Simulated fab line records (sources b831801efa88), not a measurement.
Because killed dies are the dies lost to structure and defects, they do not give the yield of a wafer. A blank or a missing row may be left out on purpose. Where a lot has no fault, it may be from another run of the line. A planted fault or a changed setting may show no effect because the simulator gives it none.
Which tool is to blame? || flow sky130 || Sampling: 11 lots, 33 wafers, 4 of 708 route steps

WHAT THE GAUGES SHOWED, per wafer
SKY_SD_N_RS_MEAS_16: measures by four-point-probe.
{"lot": "L601", "measured": "day 28 17:01", "on": "film metro-04", "SD_N_RS (ohm/sq)": "68.63 68.72 68.58"}
{"lot": "L602", "measured": "day 29 04:25", "on": "film metro-04", "SD_N_RS (ohm/sq)": "68.57 68.69 68.72"}
{"lot": "L605", "measured": "day 30 06:10", "on": "film metro-03", "SD_N_RS (ohm/sq)": "68.50 68.50 68.56"}
{"lot": "L608", "measured": "day 31 06:44", "on": "film metro-04", "SD_N_RS (ohm/sq)": "68.91 68.94 69.00"}
{"lot": "L609", "measured": "day 31 14:08", "on": "film metro-04", "SD_N_RS (ohm/sq)": "68.69 68.81 68.70"}
{"lot": "L618", "measured": "day 34 11:43", "on": "film metro-04", "SD_N_RS (ohm/sq)": "68.51 68.65 68.71"}
{"lot": "L619", "measured": "day 34 14:05", "on": "film metro-04", "SD_N_RS (ohm/sq)": "73.78 73.86 73.83"}
{"lot": "L620", "measured": "day 34 20:13", "on": "film metro-01", "SD_N_RS (ohm/sq)": "73.74 73.90 73.71"}
{"lot": "L622", "measured": "day 35 15:44", "on": "film metro-01", "SD_N_RS (ohm/sq)": "68.75 68.64 68.78"}
{"lot": "L623", "measured": "day 35 17:26", "on": "film metro-03", "SD_N_RS (ohm/sq)": "68.69 68.67 68.59"}
{"lot": "L624", "measured": "day 35 20:26", "on": "film metro-03", "SD_N_RS (ohm/sq)": "68.55 68.58 68.42"}

WHICH TOOL RAN EACH LOT (tool, then ch and the chambers of the sampled wafers, then the start)
{"lot": "L601", "SKY_LDD_HVP_STRIP_09": "plasma asher-03 ch 0,1, day 22 05:15", "SKY_SD_N_IMPLANT_09": "implanter-03 ch 0, day 28 16:21", "SKY_SD_N_STRIP_11": "plasma asher-03 ch 1, day 28 16:37"}
{"lot": "L602", "SKY_LDD_HVP_STRIP_09": "plasma asher-02 ch 0,1, day 22 19:21", "SKY_SD_N_IMPLANT_09": "implanter-02 ch 0, day 29 03:43", "SKY_SD_N_STRIP_11": "plasma asher-03 ch 0,1, day 29 04:01"}
{"lot": "L605", "SKY_LDD_HVP_STRIP_09": "plasma asher-04 ch 0,1, day 23 20:26", "SKY_SD_N_IMPLANT_09": "implanter-02 ch 0, day 30 05:28", "SKY_SD_N_STRIP_11": "plasma asher-01 ch 0,1, day 30 05:46"}
{"lot": "L608", "SKY_LDD_HVP_STRIP_09": "plasma asher-04 ch 0,1, day 25 01:01", "SKY_SD_N_IMPLANT_09": "implanter-02 ch 0, day 31 06:01", "SKY_SD_N_STRIP_11": "plasma asher-03 ch 0,1, day 31 06:18"}
{"lot": "L609", "SKY_LDD_HVP_STRIP_09": "plasma asher-04 ch 0,1, day 25 09:21", "SKY_SD_N_IMPLANT_09": "implanter-01 ch 0, day 31 13:27", "SKY_SD_N_STRIP_11": "plasma asher-02 ch 0,1, day 31 13:45"}
{"lot": "L618", "SKY_LDD_HVP_STRIP_09": "plasma asher-02 ch 0,1, day 28 08:38", "SKY_SD_N_IMPLANT_09": "implanter-01 ch 0, day 34 11:01", "SKY_SD_N_STRIP_11": "plasma asher-03 ch 0,1, day 34 11:19"}
{"lot": "L619", "SKY_LDD_HVP_STRIP_09": "plasma asher-04 ch 0,1, day 28 13:11", "SKY_SD_N_IMPLANT_09": "implanter-02 ch 0, day 34 13:25", "SKY_SD_N_STRIP_11": "plasma asher-02 ch 0,1, day 34 13:42"}
{"lot": "L620", "SKY_LDD_HVP_STRIP_09": "plasma asher-04 ch 1, day 28 16:57", "SKY_SD_N_IMPLANT_09": "implanter-02 ch 0, day 34 19:31", "SKY_SD_N_STRIP_11": "plasma asher-01 ch 0,1, day 34 19:49"}
{"lot": "L622", "SKY_LDD_HVP_STRIP_09": "plasma asher-02 ch 0,1, day 29 17:39", "SKY_SD_N_IMPLANT_09": "implanter-01 ch 0, day 35 15:03", "SKY_SD_N_STRIP_11": "plasma asher-03 ch 1, day 35 15:21"}
{"lot": "L623", "SKY_LDD_HVP_STRIP_09": "plasma asher-03 ch 0,1, day 29 20:25", "SKY_SD_N_IMPLANT_09": "implanter-03 ch 0, day 35 16:45", "SKY_SD_N_STRIP_11": "plasma asher-03 ch 0,1, day 35 17:02"}
{"lot": "L624", "SKY_LDD_HVP_STRIP_09": "plasma asher-03 ch 0,1, day 29 23:02", "SKY_SD_N_IMPLANT_09": "implanter-03 ch 0, day 35 19:45", "SKY_SD_N_STRIP_11": "plasma asher-01 ch 0,1, day 35 20:01"}
- SKY_LDD_HVP_STRIP_09: strips in O2/N2.
- SKY_SD_N_IMPLANT_09
- SKY_SD_N_STRIP_11: strips in O2/N2.

THE ANSWER, worked out from the rows above alone
Rule: usual is defined by the lots themselves. The widest of any qualifying gaps counts: lots, ordered by their means at a reading, are off when they make up no more than a third of the lots, leave a main group of 4 or more, and stand apart from it by 3 or more times the standard deviation of that group's means. If all means in a main group match to the digits the tables above print for the reading, that group is not used. A lot without any number at a reading at which 4 lots or more have one is off too. The other lots that the step has rows for count as sound.
Off: at SKY_SD_N_RS_MEAS_16 (SD_N_RS), L619, L620. Main group: mean 68.67 ohm/sq, sd 0.12.
If a tool, at a process step before that reading, ran all the lots that are off and no sound lot after the first of them, it fits. Gauges at SKY_SD_N_RS_MEAS_16: tried the same way as those tools. This does not decide it: 2 tools fit, namely plasma asher-04 at SKY_LDD_HVP_STRIP_09 and implanter-02 at SKY_SD_N_IMPLANT_09.

WHAT WAS PUT IN BY THE SIMULATOR
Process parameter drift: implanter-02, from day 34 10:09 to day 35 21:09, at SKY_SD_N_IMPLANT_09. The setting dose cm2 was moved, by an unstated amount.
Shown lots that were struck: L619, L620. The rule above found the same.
